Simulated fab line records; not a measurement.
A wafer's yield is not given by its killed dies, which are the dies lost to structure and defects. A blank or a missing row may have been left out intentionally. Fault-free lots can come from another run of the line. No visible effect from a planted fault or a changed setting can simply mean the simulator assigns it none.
Matching of chambers | flow sky130 | pecvd-01 running SKY_PASSIVATION_CVD_02: 3 sister chambers
The step deposits Si3N4, target thk 540 nm. 16 wafers are shown with their chamber, then 8 later ones without.

## WAFERS PAIRED WITH THEIR CHAMBERS
wafer  | chamber | heater power outer w (W) | heater power w (W)
L079.1 | 0       | 449                      | 744
L079.3 | 1       | 352                      | 658
L079.6 | 2       | 511                      | 828
L081.2 | 1       | 402                      | 766
L081.3 | 0       | 434                      | 747
L081.5 | 1       | 421                      | 785
L085.4 | 2       | 502                      | 807
L085.5 | 0       | 358                      | 624
L085.6 | 1       | 334                      | 660
L090.1 | 2       | 497                      | 800
L090.2 | 0       | 392                      | 678
L090.3 | 1       | 416                      | 782
L088.2 | 1       | 343                      | 679
L088.3 | 2       | 469                      | 772
L088.6 | 2       | 487                      | 816
L091.1 | 1       | 413                      | 758

SIGNATURES (averages over the wafers above)
reading              | chamber 0 | chamber 1 | chamber 2 | scatter within a chamber
heater power outer w | 408.25    | 383.00    | 493.20    | 33.9
heater power w       | 698.25    | 726.86    | 804.60    | 50.1
Rule: a wafer's distance from a chamber is the root of the sum, over the readings, of the square of ((its reading less the chamber's mean) divided by the reading's scatter). If the next closest chamber is less than 2 further off than the closest, the wafer can't be placed; otherwise it belongs to the closest. The scatter is the square root of a quotient: the sum, over the shown wafers, of each reading's squared deviation from its chamber's mean, divided by wafers minus chambers.

## WAFERS WITH NO CHAMBER GIVEN
wafer  | heater power outer w (W) | heater power w (W)
L091.3 | 452                      | 759
L091.6 | 484                      | 782
L093.2 | 404                      | 705
L093.4 | 430                      | 722
L093.6 | 415                      | 748
L094.1 | 520                      | 856
L094.3 | 403                      | 759
L094.5 | 423                      | 793

## WHICH CHAMBER EACH ONE RAN IN
wafer  | from the rows above          | in truth
L091.3 | can't be placed: 2 or 0 or 1 | 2
L091.6 | 2                            | 2
L093.2 | can't be placed: 0 or 1      | 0
L093.4 | can't be placed: 0 or 1 or 2 | 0
L093.6 | can't be placed: 0 or 1 or 2 | 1
L094.1 | 2                            | 2
L094.3 | can't be placed: 1 or 0 or 2 | 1
L094.5 | can't be placed: 1 or 0 or 2 | 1
Correctly placed: 2 of 8. These rows do not allow placing 6 (true chamber among the candidates in 6). Number placed wrongly: 0.
